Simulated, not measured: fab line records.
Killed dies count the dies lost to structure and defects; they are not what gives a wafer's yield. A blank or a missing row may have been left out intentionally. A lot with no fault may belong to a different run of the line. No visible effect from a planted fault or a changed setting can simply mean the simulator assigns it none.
fab line records / flow sky130
[record] lots = 6 wafers = 18 last_day = 50
route steps=708 shown FIELD_ISO@22 NWELL@32 PAD_OPEN@708
lots that met no fault: from a run of the same line without faults
start_h: hours from the record's opening day to when the first of the lot's shown wafers began / wait_h: hours elapsed since this lot's preceding step / " identical to the entry in the row above / L1.1+2: a row that stands for several wafers / - no value present, or no start provided / * or withheld: withheld / < > ~ a bound
route shown NAME@n: names a module that has steps shown in the file, with the first one's number in the route / usual: mean/standard deviation taken from wafers without a fault / same: alike in all rows / chamber/n: place in a boat / sites: each site's reading / _std_site: how widely they spread, as a standard deviation / _edge_site: inner sites' mean taken away from outer sites' mean / radius_mm: how far each site lies from the wafer's centre / mask NAME#n: copy n / behind: the last tool/chamber to shape the wafer / hold: why the lot went on hold/how many hours it stayed there/how the hold came to an end / device: transistor that didn't switch, given as n, p or np / end of line: the route-end tests of the same wafers / a step with no rows: only its recipe / killed: dies that structure and defects cost at the first sort, which is not the same as the wafer's yield / map: shows each die of a wafer: x if killed, . if not, _ if none is there
set.NAME: the setting that was run; set.NAME@STEP: the one run at that earlier step / model.NAME: the simulator's own value behind a step, which no gauge read
lots seen at some steps along the route; tables by step, rows by wafer
services: from which hour (start_h, from the record's first day; less than 0 if before it) a tool's chamber was out of use, for how many hours, and why
[[steps]]
[step SKY_FIELD_ISO_WET_ETCH_21]
[recipe] chemistry = dHF dilution = 100:1 target_depth_nm = 20 dry = ipa_marangoni target = SiO2 temp_c = 25 time_s = 400
[step SKY_FIELD_ISO_OXIDATION_22]
[recipe] temp_c = 950 ambient = O2 stabilise_s = 600 purge_s = 300 target_thk_a = 100 ox_time_s = 623
[step SKY_FIELD_ISO_THK_MEAS_23]
[recipe] reads = SiO2_of_FIELD_ISO_OXIDATION_22
[usual] FIELD_ISO_OXIDATION_01_THK = 9.89/0.18
lot.wafer=L694.3 tool=film_metro-03 chamber=- start_h=38.96 wait_h=0.0 FIELD_ISO_OXIDATION_01_THK[nm]=9.95
lot.wafer=L694.4 tool=film_metro-03 chamber=- start_h=38.96 wait_h=0.0 FIELD_ISO_OXIDATION_01_THK[nm]=9.95
lot.wafer=L694.6 tool=film_metro-03 chamber=- start_h=38.96 wait_h=0.0 FIELD_ISO_OXIDATION_01_THK[nm]=9.90
lot.wafer=L695.1 tool=film_metro-03 chamber=- start_h=40.11 wait_h=0.0 FIELD_ISO_OXIDATION_01_THK[nm]=9.97
lot.wafer=L695.4 tool=film_metro-03 chamber=- start_h=40.11 wait_h=0.0 FIELD_ISO_OXIDATION_01_THK[nm]=9.95
lot.wafer=L695.5 tool=film_metro-03 chamber=- start_h=40.11 wait_h=0.0 FIELD_ISO_OXIDATION_01_THK[nm]=10.06
lot.wafer=L705.1 tool=film_metro-03 chamber=- start_h=92.81 wait_h=0.0 FIELD_ISO_OXIDATION_01_THK[nm]=9.69
lot.wafer=L705.2 tool=film_metro-03 chamber=- start_h=92.81 wait_h=0.0 FIELD_ISO_OXIDATION_01_THK[nm]=9.74
lot.wafer=L705.3 tool=film_metro-03 chamber=- start_h=92.81 wait_h=0.0 FIELD_ISO_OXIDATION_01_THK[nm]=9.73
lot.wafer=L708.2 tool=film_metro-03 chamber=- start_h=107.97 wait_h=0.0 FIELD_ISO_OXIDATION_01_THK[nm]=9.61
lot.wafer=L708.4 tool=film_metro-03 chamber=- start_h=107.97 wait_h=0.0 FIELD_ISO_OXIDATION_01_THK[nm]=9.90
lot.wafer=L708.6 tool=film_metro-03 chamber=- start_h=107.97 wait_h=0.0 FIELD_ISO_OXIDATION_01_THK[nm]=9.83
lot.wafer=L714.1 tool=film_metro-03 chamber=- start_h=137.06 wait_h=0.0 FIELD_ISO_OXIDATION_01_THK[nm]=9.58
lot.wafer=L714.2 tool=film_metro-03 chamber=- start_h=137.06 wait_h=0.0 FIELD_ISO_OXIDATION_01_THK[nm]=9.58
lot.wafer=L714.4 tool=film_metro-03 chamber=- start_h=137.06 wait_h=0.0 FIELD_ISO_OXIDATION_01_THK[nm]=9.93
lot.wafer=L716.2 tool=film_metro-03 chamber=- start_h=147.81 wait_h=0.0 FIELD_ISO_OXIDATION_01_THK[nm]=10.05
lot.wafer=L716.5 tool=film_metro-03 chamber=- start_h=147.81 wait_h=0.0 FIELD_ISO_OXIDATION_01_THK[nm]=10.03
lot.wafer=L716.6 tool=film_metro-03 chamber=- start_h=147.81 wait_h=0.0 FIELD_ISO_OXIDATION_01_THK[nm]=10.18
[step SKY_FIELD_ISO_CVD_24]
[recipe] material = SiO2 target_thk_nm = 595 temp_c = 650 sigma_open_frac = 0.3 time_s = 99.2 sih4_flow_sccm = 60 pressure_mtorr = 6
[step SKY_FIELD_ISO_THK_MEAS_25]
[recipe] reads = SiO2_of_FIELD_ISO_CVD_24
[usual] FIELD_ISO_CVD_24_THK = 593/5.2
lot.wafer=L694.3 tool=film_metro-04 chamber=- start_h=39.09 wait_h=0.1 FIELD_ISO_CVD_24_THK[nm]=596
lot.wafer=L694.4 tool=film_metro-04 chamber=- start_h=39.09 wait_h=0.1 FIELD_ISO_CVD_24_THK[nm]=595
lot.wafer=L694.6 tool=film_metro-04 chamber=- start_h=39.09 wait_h=0.1 FIELD_ISO_CVD_24_THK[nm]=595
lot.wafer=L695.1 tool=film_metro-02 chamber=- start_h=40.25 wait_h=0.0 FIELD_ISO_CVD_24_THK[nm]=588
lot.wafer=L695.4 tool=film_metro-02 chamber=- start_h=40.25 wait_h=0.0 FIELD_ISO_CVD_24_THK[nm]=590
lot.wafer=L695.5 tool=film_metro-02 chamber=- start_h=40.25 wait_h=0.0 FIELD_ISO_CVD_24_THK[nm]=590
lot.wafer=L705.1 tool=film_metro-02 chamber=- start_h=92.94 wait_h=0.0 FIELD_ISO_CVD_24_THK[nm]=592
lot.wafer=L705.2 tool=film_metro-02 chamber=- start_h=92.94 wait_h=0.0 FIELD_ISO_CVD_24_THK[nm]=594
lot.wafer=L705.3 tool=film_metro-02 chamber=- start_h=92.94 wait_h=0.0 FIELD_ISO_CVD_24_THK[nm]=586
lot.wafer=L708.2 tool=film_metro-04 chamber=- start_h=108.10 wait_h=0.0 FIELD_ISO_CVD_24_THK[nm]=597
lot.wafer=L708.4 tool=film_metro-04 chamber=- start_h=108.10 wait_h=0.0 FIELD_ISO_CVD_24_THK[nm]=591
lot.wafer=L708.6 tool=film_metro-04 chamber=- start_h=108.10 wait_h=0.0 FIELD_ISO_CVD_24_THK[nm]=593
lot.wafer=L714.1 tool=film_metro-03 chamber=- start_h=137.19 wait_h=0.0 FIELD_ISO_CVD_24_THK[nm]=592
lot.wafer=L714.2 tool=film_metro-03 chamber=- start_h=137.19 wait_h=0.0 FIELD_ISO_CVD_24_THK[nm]=598
lot.wafer=L714.4 tool=film_metro-03 chamber=- start_h=137.19 wait_h=0.0 FIELD_ISO_CVD_24_THK[nm]=597
lot.wafer=L716.2 tool=film_metro-04 chamber=- start_h=147.95 wait_h=0.0 FIELD_ISO_CVD_24_THK[nm]=590
lot.wafer=L716.5 tool=film_metro-04 chamber=- start_h=147.95 wait_h=0.0 FIELD_ISO_CVD_24_THK[nm]=590
lot.wafer=L716.6 tool=film_metro-04 chamber=- start_h=147.95 wait_h=0.0 FIELD_ISO_CVD_24_THK[nm]=590
[step SKY_FIELD_ISO_ANNEAL_26]
[recipe] temp_c = 1000 time_s = 1800 ambient = N2
[step SKY_FIELD_ISO_CMP_27]
[recipe] stop_on = Si3N4 t_overpolish_s = 16 down_force_psi = 4 platen_rpm = 60 target_thk_nm = 457.8 pad_velocity_m_s = 0.94248
[usual] motor_current_A = 11.9/1.4 overpolish_run_s = 16.000/0.0093 retaining_ring_pressure_frac = 1.000/0.0048 time_to_endpoint_s = 111/4.4
lot.wafer=L694.3 tool=cmp-02 chamber=3 start_h=41.57 wait_h=0.1 motor_current_A=10.8 overpolish_run_s=16.000 retaining_ring_pressure_frac=1.001 time_to_endpoint_s=113
lot.wafer=L694.4 tool=cmp-02 chamber=0 start_h=41.57 wait_h=0.1 motor_current_A=11.3 overpolish_run_s=15.999 retaining_ring_pressure_frac=0.996 time_to_endpoint_s=110
lot.wafer=L694.6 tool=cmp-02 chamber=2 start_h=41.57 wait_h=0.1 motor_current_A=12.2 overpolish_run_s=15.992 retaining_ring_pressure_frac=1.001 time_to_endpoint_s=118
lot.wafer=L695.4 tool=cmp-01 chamber=0 start_h=43.12 wait_h=0.1 motor_current_A=12.6 overpolish_run_s=16.002 retaining_ring_pressure_frac=1.007 time_to_endpoint_s=104
lot.wafer=L695.1 tool=cmp-01 chamber=1 start_h=43.12 wait_h=0.1 motor_current_A=12.2 overpolish_run_s=15.990 retaining_ring_pressure_frac=1.001 time_to_endpoint_s=106
lot.wafer=L695.5 tool=cmp-01 chamber=2 start_h=43.12 wait_h=0.1 motor_current_A=9.4 overpolish_run_s=16.001 retaining_ring_pressure_frac=0.994 time_to_endpoint_s=104
lot.wafer=L705.1 tool=cmp-01 chamber=3 start_h=94.50 wait_h=0.0 motor_current_A=12.6 overpolish_run_s=15.995 retaining_ring_pressure_frac=1.001 time_to_endpoint_s=109
lot.wafer=L705.2 tool=cmp-01 chamber=1 start_h=94.50 wait_h=0.0 motor_current_A=12.3 overpolish_run_s=16.002 retaining_ring_pressure_frac=0.995 time_to_endpoint_s=110
lot.wafer=L705.3 tool=cmp-01 chamber=2 start_h=94.50 wait_h=0.0 motor_current_A=9.9 overpolish_run_s=16.004 retaining_ring_pressure_frac=0.998 time_to_endpoint_s=110
lot.wafer=L708.4 tool=cmp-02 chamber=0 start_h=112.41 wait_h=0.1 motor_current_A=11.1 overpolish_run_s=15.997 retaining_ring_pressure_frac=0.996 time_to_endpoint_s=109
lot.wafer=L708.2 tool=cmp-02 chamber=2 start_h=112.41 wait_h=0.1 motor_current_A=12.1 overpolish_run_s=15.991 retaining_ring_pressure_frac=0.996 time_to_endpoint_s=117
lot.wafer=L708.6 tool=cmp-02 chamber=0 start_h=112.41 wait_h=0.1 motor_current_A=11.3 overpolish_run_s=16.006 retaining_ring_pressure_frac=0.992 time_to_endpoint_s=112
lot.wafer=L714.1 tool=cmp-01 chamber=1 start_h=138.75 wait_h=0.0 motor_current_A=11.5 overpolish_run_s=15.993 retaining_ring_pressure_frac=1.005 time_to_endpoint_s=117
lot.wafer=L714.4 tool=cmp-01 chamber=2 start_h=138.75 wait_h=0.0 motor_current_A=10.3 overpolish_run_s=15.998 retaining_ring_pressure_frac=1.002 time_to_endpoint_s=111
lot.wafer=L714.2 tool=cmp-01 chamber=3 start_h=138.75 wait_h=0.0 motor_current_A=13.0 overpolish_run_s=16.001 retaining_ring_pressure_frac=0.999 time_to_endpoint_s=119
lot.wafer=L716.2 tool=cmp-02 chamber=1 start_h=150.28 wait_h=0.1 motor_current_A=14.5 overpolish_run_s=16.011 retaining_ring_pressure_frac=0.996 time_to_endpoint_s=116
lot.wafer=L716.6 tool=cmp-02 chamber=2 start_h=150.28 wait_h=0.1 motor_current_A=12.6 overpolish_run_s=15.989 retaining_ring_pressure_frac=1.005 time_to_endpoint_s=115
lot.wafer=L716.5 tool=cmp-02 chamber=3 start_h=150.28 wait_h=0.1 motor_current_A=10.8 overpolish_run_s=15.999 retaining_ring_pressure_frac=0.998 time_to_endpoint_s=117
[step SKY_FIELD_ISO_WET_ETCH_28]
[recipe] chemistry = dHF target_depth_nm = 23.7 target = SiO2 dilution = 10:1 temp_c = 25 time_s = 48.49
[step SKY_FIELD_ISO_WET_ETCH_29]
[recipe] chemistry = H3PO4 target_depth_nm = 160 target = Si3N4 temp_c = 160 time_s = 1825
[step SKY_FIELD_ISO_WET_ETCH_30]
[recipe] chemistry = dHF target_depth_nm = 25 target = SiO2 dilution = 10:1 temp_c = 25 time_s = 50
[step SKY_NWELL_CLEAN_00]
[recipe] chemistry = SC1/SC2 mix = 1:4:20 temp_c = 70 time_s = 150 dry = n2_spin
[step SKY_NWELL_OXIDATION_01]
[recipe] temp_c = 900 ambient = O2 stabilise_s = 600 purge_s = 300 target_thk_a = 100 ox_time_s = 1418
[step SKY_NWELL_THK_MEAS_02]
[recipe] reads = SiO2_of_NWELL_OXIDATION_01
[usual] NWELL_OXIDATION_THK = 9.85/0.2
lot.wafer=L694.3 tool=film_metro-03 chamber=- start_h=44.43 wait_h=0.0 hold=- NWELL_OXIDATION_THK[nm]=9.52
lot.wafer=L694.4 tool=film_metro-03 chamber=- start_h=44.43 wait_h=0.0 hold=- NWELL_OXIDATION_THK[nm]=9.40
lot.wafer=L694.6 tool=film_metro-03 chamber=- start_h=44.43 wait_h=0.0 hold=- NWELL_OXIDATION_THK[nm]=9.57
lot.wafer=L695.1 tool=film_metro-01 chamber=- start_h=45.80 wait_h=0.0 hold=- NWELL_OXIDATION_THK[nm]=9.73
lot.wafer=L695.4 tool=film_metro-01 chamber=- start_h=45.80 wait_h=0.0 hold=- NWELL_OXIDATION_THK[nm]=9.77
lot.wafer=L695.5 tool=film_metro-01 chamber=- start_h=45.80 wait_h=0.0 hold=- NWELL_OXIDATION_THK[nm]=9.72
lot.wafer=L705.1 tool=film_metro-01 chamber=- start_h=96.85 wait_h=0.0 hold=await_dispo/0.2h/release NWELL_OXIDATION_THK[nm]=11.05
lot.wafer=L705.2 tool=film_metro-01 chamber=- start_h=96.85 wait_h=0.0 hold=await_dispo/0.2h/release NWELL_OXIDATION_THK[nm]=10.64
lot.wafer=L705.3 tool=film_metro-01 chamber=- start_h=96.85 wait_h=0.0 hold=await_dispo/0.2h/release NWELL_OXIDATION_THK[nm]=10.87
lot.wafer=L705.1 tool=film_metro-01 chamber=- start_h=97.11 wait_h=0.3 hold=- NWELL_OXIDATION_THK[nm]=11.03
lot.wafer=L705.2 tool=film_metro-01 chamber=- start_h=97.11 wait_h=0.3 hold=- NWELL_OXIDATION_THK[nm]=10.71
lot.wafer=L705.3 tool=film_metro-01 chamber=- start_h=97.11 wait_h=0.3 hold=- NWELL_OXIDATION_THK[nm]=10.85
lot.wafer=L708.2 tool=film_metro-01 chamber=- start_h=116.20 wait_h=0.0 hold=await_dispo/0.2h/release NWELL_OXIDATION_THK[nm]=10.88
lot.wafer=L708.4 tool=film_metro-01 chamber=- start_h=116.20 wait_h=0.0 hold=await_dispo/0.2h/release NWELL_OXIDATION_THK[nm]=10.66
lot.wafer=L708.6 tool=film_metro-01 chamber=- start_h=116.20 wait_h=0.0 hold=await_dispo/0.2h/release NWELL_OXIDATION_THK[nm]=10.71
lot.wafer=L708.2 tool=film_metro-01 chamber=- start_h=116.42 wait_h=0.2 hold=- NWELL_OXIDATION_THK[nm]=10.84
lot.wafer=L708.4 tool=film_metro-01 chamber=- start_h=116.42 wait_h=0.2 hold=- NWELL_OXIDATION_THK[nm]=10.63
lot.wafer=L708.6 tool=film_metro-01 chamber=- start_h=116.42 wait_h=0.2 hold=- NWELL_OXIDATION_THK[nm]=10.69
lot.wafer=L714.1 tool=film_metro-03 chamber=- start_h=141.54 wait_h=0.0 hold=- NWELL_OXIDATION_THK[nm]=9.72
lot.wafer=L714.2 tool=film_metro-03 chamber=- start_h=141.54 wait_h=0.0 hold=- NWELL_OXIDATION_THK[nm]=9.89
lot.wafer=L714.4 tool=film_metro-03 chamber=- start_h=141.54 wait_h=0.0 hold=- NWELL_OXIDATION_THK[nm]=9.79
lot.wafer=L716.2 tool=film_metro-02 chamber=- start_h=152.71 wait_h=0.0 hold=- NWELL_OXIDATION_THK[nm]=10.16
lot.wafer=L716.5 tool=film_metro-02 chamber=- start_h=152.71 wait_h=0.0 hold=- NWELL_OXIDATION_THK[nm]=10.07
lot.wafer=L716.6 tool=film_metro-02 chamber=- start_h=152.71 wait_h=0.0 hold=- NWELL_OXIDATION_THK[nm]=10.09
[step SKY_PAD_OPEN_PROBE_99]
[usual] killed_at_M0_to_M3 = 43/7.6 killed_at_M4_up = 2.8/1.9 killed_at_contacts = 24/4.7 killed_at_front_end = 16/4.4 killed_at_other = 0.2/0.4 killed_dies = 86/9.9 killed_open = 47/8.2 killed_short = 39/6.3
[same] gross_dies = 492 killed_at_back_side = 0
lot.wafer=L695.1 tool=prober-01 chamber=- start_h=1083.78 wait_h=0.1 killed_at_M0_to_M3=56 killed_at_M4_up=3 killed_at_contacts=20 killed_at_front_end=20 killed_at_other=0 killed_dies=99 killed_open=55 killed_short=44
lot.wafer=L695.4 tool=prober-01 chamber=- start_h=1083.93 wait_h=0.2 killed_at_M0_to_M3=39 killed_at_M4_up=5 killed_at_contacts=18 killed_at_front_end=13 killed_at_other=0 killed_dies=75 killed_open=33 killed_short=42
lot.wafer=L695.5 tool=prober-01 chamber=- start_h=1083.98 wait_h=0.2 killed_at_M0_to_M3=43 killed_at_M4_up=3 killed_at_contacts=29 killed_at_front_end=22 killed_at_other=0 killed_dies=97 killed_open=50 killed_short=47
lot.wafer=L694.3 tool=prober-02 chamber=- start_h=1084.58 wait_h=0.2 killed_at_M0_to_M3=38 killed_at_M4_up=5 killed_at_contacts=26 killed_at_front_end=19 killed_at_other=0 killed_dies=88 killed_open=45 killed_short=43
lot.wafer=L694.4 tool=prober-02 chamber=- start_h=1084.63 wait_h=0.2 killed_at_M0_to_M3=49 killed_at_M4_up=2 killed_at_contacts=37 killed_at_front_end=19 killed_at_other=0 killed_dies=107 killed_open=58 killed_short=49
lot.wafer=L694.6 tool=prober-02 chamber=- start_h=1084.73 wait_h=0.2 killed_at_M0_to_M3=45 killed_at_M4_up=3 killed_at_contacts=15 killed_at_front_end=24 killed_at_other=0 killed_dies=87 killed_open=46 killed_short=41
lot.wafer=L705.1 tool=prober-02 chamber=- start_h=1138.53 wait_h=0.1 killed_at_M0_to_M3=52 killed_at_M4_up=4 killed_at_contacts=18 killed_at_front_end=18 killed_at_other=1 killed_dies=93 killed_open=46 killed_short=47
lot.wafer=L705.2 tool=prober-02 chamber=- start_h=1138.58 wait_h=0.1 killed_at_M0_to_M3=41 killed_at_M4_up=0 killed_at_contacts=20 killed_at_front_end=16 killed_at_other=0 killed_dies=77 killed_open=41 killed_short=36
lot.wafer=L705.3 tool=prober-02 chamber=- start_h=1138.63 wait_h=0.2 killed_at_M0_to_M3=39 killed_at_M4_up=3 killed_at_contacts=28 killed_at_front_end=19 killed_at_other=0 killed_dies=89 killed_open=46 killed_short=43
lot.wafer=L708.2 tool=prober-01 chamber=- start_h=1162.93 wait_h=0.1 killed_at_M0_to_M3=49 killed_at_M4_up=1 killed_at_contacts=30 killed_at_front_end=16 killed_at_other=0 killed_dies=96 killed_open=51 killed_short=45
lot.wafer=L708.4 tool=prober-01 chamber=- start_h=1163.03 wait_h=0.2 killed_at_M0_to_M3=37 killed_at_M4_up=9 killed_at_contacts=23 killed_at_front_end=17 killed_at_other=0 killed_dies=86 killed_open=47 killed_short=39
lot.wafer=L708.6 tool=prober-01 chamber=- start_h=1163.13 wait_h=0.2 killed_at_M0_to_M3=38 killed_at_M4_up=1 killed_at_contacts=26 killed_at_front_end=18 killed_at_other=0 killed_dies=83 killed_open=41 killed_short=42
lot.wafer=L714.1 tool=prober-01 chamber=- start_h=1181.66 wait_h=0.1 killed_at_M0_to_M3=40 killed_at_M4_up=4 killed_at_contacts=33 killed_at_front_end=10 killed_at_other=0 killed_dies=87 killed_open=45 killed_short=42
lot.wafer=L714.2 tool=prober-01 chamber=- start_h=1181.71 wait_h=0.1 killed_at_M0_to_M3=33 killed_at_M4_up=3 killed_at_contacts=22 killed_at_front_end=19 killed_at_other=0 killed_dies=77 killed_open=37 killed_short=40
lot.wafer=L714.4 tool=prober-01 chamber=- start_h=1181.81 wait_h=0.2 killed_at_M0_to_M3=40 killed_at_M4_up=3 killed_at_contacts=28 killed_at_front_end=16 killed_at_other=1 killed_dies=88 killed_open=54 killed_short=34
// killed by level:class
L695.1 VIA1:geometric_particle:open=12 METAL2:geometric_particle:short=11 VIA2:geometric_particle:open=8 LI_CONTACT:geometric_particle:open=7 VIA1:geometric_particle:short=7 FIELD_ISO:geometric_particle:open=6 POLY_GATE:geometric_particle:open=5 CONTACT:geometric_particle:open=5
L695.4 CONTACT:geometric_particle:open=9 VIA3:geometric_particle:open=6 METAL1:geometric_particle:short=5 VIA1:geometric_particle:open=5 VIA2:geometric_particle:open=5 METAL4:geometric_particle:short=5 VIA1:geometric_particle:short=4 METAL3:geometric_particle:short=4
L695.5 LI_CONTACT:geometric_particle:open=10 VIA1:geometric_particle:open=8 CONTACT:geometric_particle:short=6 VIA2:geometric_particle:open=6 METAL1:geometric_particle:short=6 POLY_GATE:geometric_particle:open=5 VIA3:geometric_particle:open=5 LOCAL_INTERCONNECT:geometric_particle:short=5
L694.3 VIA1:geometric_particle:open=11 LI_CONTACT:geometric_particle:open=9 METAL2:geometric_particle:short=7 POLY_GATE:geometric_particle:open=7 METAL1:geometric_particle:short=7 LOCAL_INTERCONNECT:geometric_particle:short=6 METAL4:geometric_particle:short=5 FIELD_ISO:geometric_particle:short=4
L694.4 VIA1:geometric_particle:open=14 CONTACT:geometric_particle:open=10 LI_CONTACT:geometric_particle:open=9 METAL1:geometric_particle:short=8 FIELD_ISO:geometric_particle:short=7 VIA1:geometric_particle:short=7 CONTACT:geometric_particle:short=7 VIA2:geometric_particle:open=6
L694.6 VIA3:geometric_particle:open=11 METAL1:geometric_particle:short=10 LI_CONTACT:geometric_particle:open=10 FIELD_ISO:geometric_particle:open=7 FIELD_ISO:geometric_particle:short=6 VIA1:geometric_particle:short=5 VIA2:geometric_particle:open=5 POLY_GATE:geometric_particle:short=4
L705.1 FIELD_ISO:geometric_particle:short=9 VIA2:geometric_particle:open=9 CONTACT:geometric_particle:open=9 METAL3:geometric_particle:short=9 VIA1:geometric_particle:open=8 METAL1:geometric_particle:short=6 VIA3:geometric_particle:open=6 LI_CONTACT:geometric_particle:open=5
L705.2 CONTACT:geometric_particle:open=9 METAL1:geometric_particle:short=9 VIA2:geometric_particle:open=8 METAL2:geometric_particle:short=7 LI_CONTACT:geometric_particle:open=6 FIELD_ISO:geometric_particle:open=5 VIA3:geometric_particle:open=5 FIELD_ISO:geometric_particle:short=3
L705.3 CONTACT:geometric_particle:open=9 POLY_GATE:geometric_particle:open=8 CONTACT:geometric_particle:short=7 VIA2:geometric_particle:open=7 METAL2:geometric_particle:short=7 LOCAL_INTERCONNECT:geometric_particle:short=6 VIA1:geometric_particle:open=5 METAL3:geometric_particle:short=5
L708.2 LI_CONTACT:geometric_particle:open=10 VIA1:geometric_particle:open=9 VIA1:geometric_particle:short=8 CONTACT:geometric_particle:open=7 METAL1:geometric_particle:short=7 VIA2:geometric_particle:open=7 LOCAL_INTERCONNECT:geometric_particle:short=6 VIA3:geometric_particle:open=6
L708.4 CONTACT:geometric_particle:open=8 FIELD_ISO:geometric_particle:short=7 METAL4:geometric_particle:short=7 VIA1:geometric_particle:open=7 LI_CONTACT:geometric_particle:open=6 VIA1:geometric_particle:short=6 VIA2:geometric_particle:open=6 POLY_GATE:geometric_particle:open=5
L708.6 CONTACT:geometric_particle:open=10 CONTACT:geometric_particle:short=8 VIA2:geometric_particle:open=8 VIA1:geometric_particle:open=6 FIELD_ISO:geometric_particle:open=5 VIA1:geometric_particle:short=5 FIELD_ISO:geometric_particle:short=4 LI_CONTACT:geometric_particle:open=4
L714.1 CONTACT:geometric_particle:open=14 VIA1:geometric_particle:open=9 CONTACT:geometric_particle:short=8 METAL1:geometric_particle:short=7 VIA2:geometric_particle:short=6 METAL3:geometric_particle:short=5 VIA3:geometric_particle:open=5 LI_CONTACT:geometric_particle:open=4
L714.2 CONTACT:geometric_particle:open=9 VIA1:geometric_particle:open=8 FIELD_ISO:geometric_particle:short=5 FIELD_ISO:geometric_particle:open=5 POLY_GATE:geometric_particle:short=5 METAL2:geometric_particle:short=5 VIA3:geometric_particle:open=5 LI_CONTACT:geometric_particle:open=4
L714.4 VIA1:geometric_particle:open=14 LI_CONTACT:geometric_particle:open=9 CONTACT:geometric_particle:open=8 VIA2:geometric_particle:open=6 VIA1:geometric_particle:short=6 POLY_GATE:geometric_particle:open=6 CONTACT:geometric_particle:short=6 LOCAL_INTERCONNECT:geometric_particle:short=5
[[services]]
tool=cmp-01 chamber=- start_h=64.00 hours=4.0 kind=pm
tool=cmp-01 chamber=- start_h=68.00 hours=- kind=consumable_replace:conditioner
tool=cmp-01 chamber=- start_h=68.00 hours=- kind=consumable_replace:pad
tool=cmp-01 chamber=- start_h=120.72 hours=0.2 kind=repair
tool=cmp-02 chamber=- start_h=137.42 hours=1.8 kind=repair
tool=cmp-02 chamber=- start_h=143.96 hours=2.6 kind=repair
[[key]]
[first_sign] step = SKY_NWELL_THK_MEAS_02 reading = visit direction = added
[effect] step = SKY_NWELL_THK_MEAS_02 reading = NWELL_OXIDATION_THK direction = up sigmas = 4.7 usual = 9.85 struck = 10.80
met_at SKY_NWELL_THK_MEAS_02
struck_wafers L705.1,L705.2,L705.3,L708.2,L708.4,L708.6
tester_left_out L705,L708
onset_between 45.80 96.85
[fault] kind = metrology_matching_offset tool = film_metro-01 chamber = - onset_h = 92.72 steps = SKY_NWELL_THK_MEAS_02 param = thk_nm offset = 0.72561
// tester_left_out: of these lots the tester's yield and bins aren't shown, on N5 and GAA mostly nor the transistor test; their killed dies are dies lost to structure and defects alone, not to doping, threshold or leakage, so they don't give the yield
